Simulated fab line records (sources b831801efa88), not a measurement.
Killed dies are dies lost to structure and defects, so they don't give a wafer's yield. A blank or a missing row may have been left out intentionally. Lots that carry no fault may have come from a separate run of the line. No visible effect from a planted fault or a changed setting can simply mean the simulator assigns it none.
fab line records	flow sky130
record lots=6	wafers=18	lastDay=50
route steps=708 shown VT_ADJUST_NCORE@121 VT_ADJUST_HVTR@131 PAD_OPEN@708
lots with no fault: from the same line, run without faults
startH: hours from the record's first day to the start of the lot's first wafer shown	waitH: hours since the lot's step before	" same as the row above	L1.1+2: several wafers, shown together as one row	- no value, or no start was given	* or withheld: withheld	< > ~ a bound
route shown NAME@n: NAME is a module with steps in the file, n the number in the route of the first one	usual: average and standard deviation across the fault-free wafers	same: alike in all rows	chamber/n: place in a boat	sites: per-site readings	_std_site: the values' standard deviation	_edge_site: inner sites' mean taken away from outer sites' mean	radiusMm: how far each site lies from the wafer's centre	mask NAME#n: copy n	behind: the most recent tool/chamber to have shaped the wafer	hold: reason for holding the lot/hours on hold/outcome of the hold	device: the n, p or np transistor that did not switch	end of line: the same wafers' tests at the end of the route	a step with no rows: only its recipe	killed: not the wafer's yield, but the dies lost to structure and defects at the first sort	map: the dies of a wafer, with x for killed, . for not killed, _ for no die there
set.NAME: setting as actually run; set.NAME@STEP: the setting as run at that earlier step	model.NAME: the simulator's own value behind a step, which no gauge read
lots seen at some steps along the route; tables by step, rows by wafer
services: a tool's chamber out of use, with start hour (startH, from the record's first day; less than 0 if before it), hours out, and reason
## steps
# step SKY_VT_ADJUST_NCORE_COAT_02
# recipe resist=NOVOLAK	spinRpm=3000	resistThkNm=1140
# step SKY_VT_ADJUST_NCORE_SOFTBAKE_03
# recipe tempC=90	timeS=60	resist=NOVOLAK
# step SKY_VT_ADJUST_NCORE_EXPOSE_04
# recipe maskId=LVTN_COMPLEMENT_THIN	na=0.6	sourceShape=conventional	sigmaOuter=0.6	polarization=unpolarized	targetCdNm=380	doseMj=139
# step SKY_VT_ADJUST_NCORE_PEB_05
# recipe tempC=withheld	timeS=*	resist=NOVOLAK
# step SKY_VT_ADJUST_NCORE_DEVELOP_06
# recipe resist=NOVOLAK	developer=TMAH	developTimeS=60	devTempC=23
# step SKY_VT_ADJUST_NCORE_CD_MEAS_07
# recipe targetCdNm=380
# usual cdNm=379.1/2.4
lot.wafer	tool	chamber	startH	waitH	cdNm
L194.2	cdSem-02	-	180.26	0.1	379.5
L194.3	"	-	"	"	379.5
L194.6	"	-	"	"	379.2
L196.2	cdSem-01	-	193.48	0.1	377.5
L196.3	"	-	"	"	378.6
L196.4	"	-	"	"	378.0
L208.4	cdSem-01	-	282.90	0.1	381.9
L208.5	"	-	"	"	381.7
L208.6	"	-	"	"	381.7
L209.2	cdSem-02	-	291.01	0.1	381.9
L209.4	"	-	"	"	381.0
L209.5	"	-	"	"	380.2
L213.3	cdSem-02	-	321.90	0.1	377.1
L213.4	"	-	"	"	377.1
L213.6	"	-	"	"	376.5
L217.1	cdSem-01	-	345.61	0.1	381.2
L217.4	"	-	"	"	381.6
L217.6	"	-	"	"	381.2
# step SKY_VT_ADJUST_NCORE_OVL_MEAS_08
# usual VT_ADJUST_NCORE_OVL=-1.2/1.7
lot.wafer	tool	chamber	startH	waitH	VT_ADJUST_NCORE_OVL[nm]
L194.2	overlay-02	-	180.36	0.1	-0.4
L194.3	"	-	"	"	3.4
L194.6	"	-	"	"	1.5
L196.2	overlay-01	-	193.59	0.1	-0.9
L196.3	"	-	"	"	-2.2
L196.4	"	-	"	"	-2.2
L208.4	overlay-01	-	282.97	0.1	-4.6
L208.5	"	-	"	"	-3.8
L208.6	"	-	"	"	-2.9
L209.2	overlay-02	-	291.11	0.1	-1.0
L209.4	"	-	"	"	1.3
L209.5	"	-	"	"	-2.9
L213.3	overlay-02	-	321.99	0.1	0.5
L213.4	"	-	"	"	0.2
L213.6	"	-	"	"	-0.8
L217.1	overlay-02	-	345.73	0.1	-0.6
L217.4	"	-	"	"	-0.5
L217.6	"	-	"	"	-3.6
# step SKY_VT_ADJUST_NCORE_IMPLANT_09
# recipe species=B	energyKev=10	doseCm2=2.4e+12	tiltDeg=withheld
# step SKY_VT_ADJUST_NCORE_STRIP_10
# recipe chemistry=O2/N2	powerW=1400	pressureMtorr=1500	platenTempC=withheld	o2FlowSccm=3000	n2FlowSccm=300	overashFraction=0.5
# usual drypumpMotorCurrentA=6.2/0.42	oesProductAu=0.716/0.004	stripTimeToEndpointS=14.18/0.033
lot.wafer	tool	chamber	startH	waitH	drypumpMotorCurrentA	oesProductAu	rfHoursCounterH	stripTimeToEndpointS
L194.2	plasmaAsher-02	0	180.54	0.1	6.7	0.711	52	14.18
L194.3	"	0	"	"	6.6	0.713	-	14.14
L194.6	"	0	"	"	6.6	0.713	-	14.17
L196.2	plasmaAsher-03	1	193.77	0.1	6.4	0.721	46	14.18
L196.3	"	1	"	"	6.4	0.713	-	14.20
L196.4	"	0	"	"	5.9	0.722	-	14.22
L208.4	plasmaAsher-01	0	283.18	0.1	5.4	0.724	-	14.14
L208.5	"	0	"	"	5.4	0.708	-	14.19
L208.6	"	1	"	"	6.6	0.711	-	14.20
L209.2	plasmaAsher-02	1	291.29	0.1	6.4	0.717	63	14.11
L209.4	"	1	"	"	6.5	0.711	-	14.11
L209.5	"	0	"	"	6.6	0.718	-	14.11
L213.3	plasmaAsher-01	0	322.20	0.1	5.4	0.714	-	14.17
L213.4	"	1	"	"	6.6	0.717	-	14.12
L213.6	"	0	"	"	5.4	0.718	-	14.11
L217.1	plasmaAsher-01	1	345.91	0.1	6.6	0.714	52	14.14
L217.4	"	1	"	"	6.6	0.720	-	14.13
L217.6	"	0	"	"	5.4	0.717	-	14.15
# step SKY_VT_ADJUST_NCORE_TW_MEAS_11
# usual VT_ADJUST_NCORE_TW=218.6/1.5
lot.wafer	tool	chamber	startH	waitH	VT_ADJUST_NCORE_TW
L194.2	filmMetro-04	-	180.65	0.1	217.8
L194.3	"	-	"	"	217.0
L194.6	"	-	"	"	216.3
L196.2	filmMetro-04	-	193.88	0.1	217.6
L196.3	"	-	"	"	218.0
L196.4	"	-	"	"	218.5
L208.4	filmMetro-04	-	283.27	0.1	219.1
L208.5	"	-	"	"	218.2
L208.6	"	-	"	"	218.0
L209.2	filmMetro-03	-	291.40	0.1	216.8
L209.4	"	-	"	"	218.4
L209.5	"	-	"	"	217.6
L213.3	filmMetro-04	-	322.29	0.1	217.7
L213.4	"	-	"	"	217.1
L213.6	"	-	"	"	217.3
L217.1	filmMetro-01	-	346.01	0.1	222.3
L217.4	"	-	"	"	220.6
L217.6	"	-	"	"	221.1
# step SKY_VT_ADJUST_HVTR_DEHYDRATE_00
# recipe tempC=200	timeS=60
# step SKY_VT_ADJUST_HVTR_HMDS_01
# recipe primeTimeS=60	primeTempC=120
# step SKY_VT_ADJUST_HVTR_COAT_02
# recipe resist=NOVOLAK	spinRpm=3000	resistThkNm=1140
# usual spinSpeedRpm=3000.3/1.8
lot.wafer	tool	chamber	startH	waitH	spinSpeedRpm	model.NOVOLAK_of_VT_ADJUST_HVTR_COAT_02.thkNm
L194.2	lithoTrack-02	0	191.63	0.1	3001.5	1142
L194.3	"	0	"	"	2998.8	1142
L194.6	"	0	"	"	2999.1	1140
L196.2	lithoTrack-03	0	204.15	0.1	3000.2	1146
L196.3	"	0	"	"	3000.2	1145
L196.4	"	0	"	"	3001.4	1147
L208.4	lithoTrack-02	0	295.63	0.1	2878.7	1172
L208.5	"	0	"	"	2873.9	1168
L208.6	"	0	"	"	2875.4	1170
L209.2	lithoTrack-02	0	303.43	0.1	2871.5	1161
L209.4	"	0	"	"	2871.8	1160
L209.5	"	0	"	"	2871.3	1160
L213.3	lithoTrack-03	0	334.92	0.1	3002.0	1141
L213.4	"	0	"	"	3002.0	1144
L213.6	"	0	"	"	3002.5	1143
L217.1	lithoTrack-03	0	358.97	0.1	3000.0	1141
L217.4	"	0	"	"	3000.9	1138
L217.6	"	0	"	"	3002.2	1140
# step SKY_VT_ADJUST_HVTR_SOFTBAKE_03
# recipe tempC=90	timeS=60	resist=NOVOLAK
# step SKY_VT_ADJUST_HVTR_EXPOSE_04
# recipe maskId=HVTRM	targetCdNm=380	na=0.6	sourceShape=conventional	sigmaOuter=0.6	doseMj=150
# step SKY_VT_ADJUST_HVTR_PEB_05
# recipe tempC=withheld	timeS=*	resist=NOVOLAK
# step SKY_VT_ADJUST_HVTR_DEVELOP_06
# recipe developTimeS=60	devTempC=23
lot.wafer	tool	chamber	startH	waitH	model.NOVOLAK_of_VT_ADJUST_HVTR_COAT_02.thkNm
L194.2+3	lithoTrack-04	0	201.21	0.1	1141
L194.6	"	0	"	"	1139
L196.2	lithoTrack-04	0	215.31	0.1	1146
L196.3	"	0	"	"	1145
L196.4	"	0	"	"	1147
L208.4	lithoTrack-04	0	307.71	0.1	1172
L208.5	"	0	"	"	1168
L208.6	"	0	"	"	1170
L209.2+5	lithoTrack-04	0	316.56	0.1	1160
L209.4	"	0	"	"	1159
L213.3	lithoTrack-04	0	349.09	0.1	1141
L213.4	"	0	"	"	1143
L213.6	"	0	"	"	1142
L217.1	lithoTrack-04	0	372.89	0.1	1141
L217.4	"	0	"	"	1138
L217.6	"	0	"	"	1140
# step SKY_VT_ADJUST_HVTR_CD_MEAS_07
# recipe targetCdNm=380
# usual cdNm=379.7/2.2
lot.wafer	tool	chamber	startH	waitH	cdNm
L194.2	cdSem-02	-	201.36	0.1	380.8
L194.3	"	-	"	"	377.5
L194.6	"	-	"	"	378.0
L196.2	cdSem-01	-	215.46	0.1	382.1
L196.3	"	-	"	"	384.2
L196.4	"	-	"	"	383.7
L208.4	cdSem-01	-	307.85	0.1	376.9
L208.5	"	-	"	"	376.2
L208.6	"	-	"	"	375.5
L209.2	cdSem-01	-	316.71	0.1	380.2
L209.4	"	-	"	"	377.9
L209.5	"	-	"	"	378.2
L213.3	cdSem-02	-	349.23	0.1	379.7
L213.4	"	-	"	"	379.3
L213.6	"	-	"	"	379.4
L217.1	cdSem-02	-	373.04	0.1	381.8
L217.4	"	-	"	"	380.0
L217.6	"	-	"	"	380.8
# step SKY_VT_ADJUST_HVTR_OVL_MEAS_08
# usual VT_ADJUST_HVTR_OVL=-0.9/1.3
lot.wafer	tool	chamber	startH	waitH	VT_ADJUST_HVTR_OVL[nm]
L194.2	overlay-01	-	201.46	0.1	-0.8
L194.3	"	-	"	"	-2.4
L194.6	"	-	"	"	-0.3
L196.2	overlay-01	-	215.56	0.1	-1.4
L196.3	"	-	"	"	-0.4
L196.4	"	-	"	"	-2.3
L208.4	overlay-01	-	307.92	0.1	-1.5
L208.5	"	-	"	"	-2.8
L208.6	"	-	"	"	-1.6
L209.2	overlay-02	-	316.81	0.1	-2.0
L209.4	"	-	"	"	-1.8
L209.5	"	-	"	"	-1.2
L213.3	overlay-01	-	349.32	0.1	-0.7
L213.4	"	-	"	"	-0.4
L213.6	"	-	"	"	-1.6
L217.1	overlay-01	-	373.16	0.1	0.9
L217.4	"	-	"	"	-0.5
L217.6	"	-	"	"	-0.6
# step SKY_VT_ADJUST_HVTR_IMPLANT_09
# recipe species=B	energyKev=10	doseCm2=2.1e+12	tiltDeg=withheld
# step SKY_VT_ADJUST_HVTR_STRIP_10
# recipe chemistry=O2/N2	powerW=1400	pressureMtorr=1500	platenTempC=withheld	o2FlowSccm=3000	n2FlowSccm=300	overashFraction=0.5
# usual drypumpMotorCurrentA=6.0/0.35	oesProductAu=0.716/0.0044	stripTimeToEndpointS=14.19/0.045
lot.wafer	tool	chamber	startH	waitH	drypumpMotorCurrentA	oesProductAu	rfHoursCounterH	stripTimeToEndpointS
L194.2	plasmaAsher-04	0	201.64	0.1	5.6	0.724	9	14.20
L194.3	"	0	"	"	5.6	0.714	-	14.18
L194.6	"	0	"	"	5.6	0.719	-	14.17
L196.2	plasmaAsher-03	1	215.74	0.1	6.4	0.724	49	14.25
L196.3	"	1	"	"	6.4	0.706	-	14.24
L196.4	"	0	"	"	5.9	0.718	-	14.25
L208.4	plasmaAsher-03	0	308.13	0.1	6.0	0.722	-	14.53
L208.5	"	0	"	"	5.9	0.725	-	14.48
L208.6	"	1	"	"	6.4	0.713	-	14.50
L209.2	plasmaAsher-04	1	316.99	0.1	5.9	0.715	21	14.39
L209.4	"	1	"	"	6.0	0.717	-	14.37
L209.5	"	1	"	"	6.0	0.714	-	14.37
L213.3	plasmaAsher-04	1	349.53	0.1	6.0	0.714	-	14.20
L213.4	"	0	"	"	5.6	0.715	-	14.22
L213.6	"	1	"	"	6.0	0.711	-	14.22
L217.1	plasmaAsher-03	0	373.34	0.1	5.9	0.714	63	14.19
L217.4	"	0	"	"	5.9	0.708	-	14.15
L217.6	"	1	"	"	6.4	0.722	-	14.18
# step SKY_VT_ADJUST_HVTR_TW_MEAS_11
# usual VT_ADJUST_HVTR_TW=210.0/0.93
lot.wafer	tool	chamber	startH	waitH	VT_ADJUST_HVTR_TW
L194.2	filmMetro-04	-	201.77	0.1	208.6
L194.3	"	-	"	"	209.3
L194.6	"	-	"	"	210.4
L196.2	filmMetro-03	-	215.85	0.1	208.4
L196.3	"	-	"	"	209.7
L196.4	"	-	"	"	209.7
L208.4	filmMetro-03	-	308.22	0.1	210.5
L208.5	"	-	"	"	210.5
L208.6	"	-	"	"	210.5
L209.2	filmMetro-03	-	317.10	0.1	210.1
L209.4	"	-	"	"	211.0
L209.5	"	-	"	"	211.0
L213.3	filmMetro-04	-	349.61	0.1	209.9
L213.4	"	-	"	"	209.5
L213.6	"	-	"	"	208.4
L217.1	filmMetro-03	-	373.44	0.1	209.5
L217.4	"	-	"	"	209.1
L217.6	"	-	"	"	210.2
# step SKY_PAD_OPEN_PROBE_99
# usual killed_at_M0_to_M3=42/6.9	killed_at_M4_up=3.2/1.7	killedAtContacts=23/5.5	killedAtFrontEnd=16/4	killedAtOther=0.4/0.55	killedDies=85/9.2	killedOpen=46/6.8	killedShort=38/6.2
# same grossDies=492	killedAtBackSide=0
lot.wafer	tool	chamber	startH	waitH	killed_at_M0_to_M3	killed_at_M4_up	killedAtContacts	killedAtFrontEnd	killedAtOther	killedDies	killedOpen	killedShort
L196.2	prober-02	-	1083.43	0.1	48	6	16	14	0	84	50	34
L196.3	prober-02	-	1083.48	0.2	40	1	30	12	0	83	53	30
L196.4	prober-02	-	1083.53	0.2	43	3	26	19	0	91	49	42
# killed by level:class
L196.2 VIA1:geometricParticle:open=14 METAL2:geometricParticle:short=8 VIA1:geometricParticle:short=7 LI_CONTACT:geometricParticle:open=6 VIA2:geometricParticle:open=5 FIELD_ISO:geometricParticle:open=4 CONTACT:geometricParticle:open=4 METAL2:geometricParticle:open=3
L196.3 VIA1:geometricParticle:open=12 LI_CONTACT:geometricParticle:open=11 VIA2:geometricParticle:open=9 CONTACT:geometricParticle:open=6 LI_CONTACT:geometricParticle:short=5 CONTACT:geometricParticle:short=5 FIELD_ISO:geometricParticle:open=4 VIA1:geometricParticle:short=4
L196.4 LI_CONTACT:geometricParticle:open=12 VIA1:geometricParticle:open=8 CONTACT:geometricParticle:open=6 POLY_GATE:geometricParticle:open=5 METAL1:geometricParticle:short=5 VIA3:geometricParticle:short=5 METAL2:geometricParticle:short=5 VIA3:geometricParticle:open=5
## services
tool	chamber	startH	hours	kind
plasmaAsher-02	-	161.53	2.2	repair
plasmaAsher-02	-	229.49	5.3	pm
plasmaAsher-04	-	231.31	0.7	repair
plasmaAsher-03	-	264.96	1.8	repair
plasmaAsher-03	-	283.11	3.4	repair
plasmaAsher-04	-	305.14	1.0	repair
plasmaAsher-03	-	324.09	1.9	repair
plasmaAsher-02	-	335.44	14.6	pm
plasmaAsher-01	-	361.38	2.8	pm
## key
firstSign step=SKY_VT_ADJUST_HVTR_COAT_02	reading=spinSpeedRpm	direction=down	sigmas=69	usual=3000.3	struck=2873.8
effect step=SKY_VT_ADJUST_HVTR_STRIP_10	reading=stripTimeToEndpointS	direction=up	sigmas=5.7	usual=*	struck=*
modelEffect step=SKY_VT_ADJUST_HVTR_COAT_02	value=NOVOLAK_of_VT_ADJUST_HVTR_COAT_02.thkNm	without=1140	struck=1165
modelEffect step=SKY_VT_ADJUST_HVTR_DEVELOP_06	value=NOVOLAK_of_VT_ADJUST_HVTR_COAT_02.thkNm	without=1140	struck=1165
metAt SKY_VT_ADJUST_HVTR_COAT_02
struckWafers L208.4,L208.5,L208.6,L209.2,L209.4,L209.5
testerLeftOut L208,L209
onsetBetween 191.63 295.63
fault kind=processParameterDrift	tool=lithoTrack-02	chamber=-	onsetH=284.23	steps=SKY_VT_ADJUST_HVTR_COAT_02	channel=spinRpm	offset=-127.2	shape=step	endH=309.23	actsIn=theseRecipesOnly	stated=3000
# testerLeftOut: of these lots the tester's yield and bins aren't shown, on N5 and GAA mostly nor the transistor test; their killed dies are dies lost to structure and defects alone, not to doping, threshold or leakage, so they don't give the yield
